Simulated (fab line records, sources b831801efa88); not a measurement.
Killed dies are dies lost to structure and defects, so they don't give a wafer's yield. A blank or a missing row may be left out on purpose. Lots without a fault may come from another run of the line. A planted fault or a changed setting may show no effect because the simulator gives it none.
One fault seen from 2 desks | flow gf180mcu | each desk has only its own numbers; what lay behind them comes last

THE TOOL OWNER'S DESK: pvd_sputter-02
The tool's own readings at GF_M2_SPUTTER_04 (material TiN, target thk 50 nm, time 41.7 s): means of the sampled wafers that have a number, for each lot that ran on this tool. A lot is out of limits, marked OUT, if its mean lies more than 4 standard deviations from the usual mean; the brackets give that distance.
Columns: A = throttle_valve_pct at GF_M2_SPUTTER_04, usual 30.2 %
lot  | first seen here | A
L601 | day 19 09:21    | 29.9
L609 | day 22 07:50    | 30.5
L610 | day 22 17:59    | 30.4
L619 | day 25 14:21    | 30.3
This desk's finding: nothing out of limits on any of the 4 lots.

THE METROLOGY DESK
What the gauges read, lot by lot, whatever tool the lot ran on: means of the sampled wafers that have a number. A lot is out of limits, marked OUT, if its mean lies more than 4 standard deviations from the usual mean; the brackets give that distance. Of its 9 readings 7 are shown: those that lie furthest out on some lot.
Columns: A = V1_W_RS at GF_V1_RS_MEAS_24, usual 0.328 ohm/sq; B = V1_W_THK at GF_V1_THK_MEAS_25, usual 341 nm; C = M2_ALCU_THK at GF_M2_THK_MEAS_06, usual 453 nm; D = cd_nm at GF_M2_CD_MEAS_14, usual 280.2 nm; E = M2_OVL at GF_M2_OVL_MEAS_15, usual 1 nm; F = V2_CVD_00_THK at GF_V2_THK_MEAS_01, usual 600 nm; G = V2_BOW at GF_V2_BOW_MEAS_05, usual 99 um
lot  | first seen here | A     | B   | C   | D     | E  | F   | G
L598 | day 18 12:05    | 0.330 | 339 | 455 | 280.3 | -4 | 607 | 107
L601 | day 19 08:43    | 0.336 | 335 | 454 | 280.9 | -4 | 598 | 102
L609 | day 22 07:11    | 0.330 | 338 | 457 | 278.3 | 15 | 605 | 94
L610 | day 22 17:21    | 0.329 | 341 | 449 | 280.2 | 6  | 606 | 97
L619 | day 25 13:41    | 0.327 | 342 | 453 | 281.1 | -1 | 595 | 98
L620 | day 26 08:36    | 0.327 | 340 | 460 | 281.7 | 4  | 593 | 95
This desk's finding: nothing out of limits on any of the 6 lots.

PUT TOGETHER
The tool owner's desk saw nothing out of limits.
The metrology desk saw nothing out of limits.

WHAT THE SIMULATOR HAD PUT IN
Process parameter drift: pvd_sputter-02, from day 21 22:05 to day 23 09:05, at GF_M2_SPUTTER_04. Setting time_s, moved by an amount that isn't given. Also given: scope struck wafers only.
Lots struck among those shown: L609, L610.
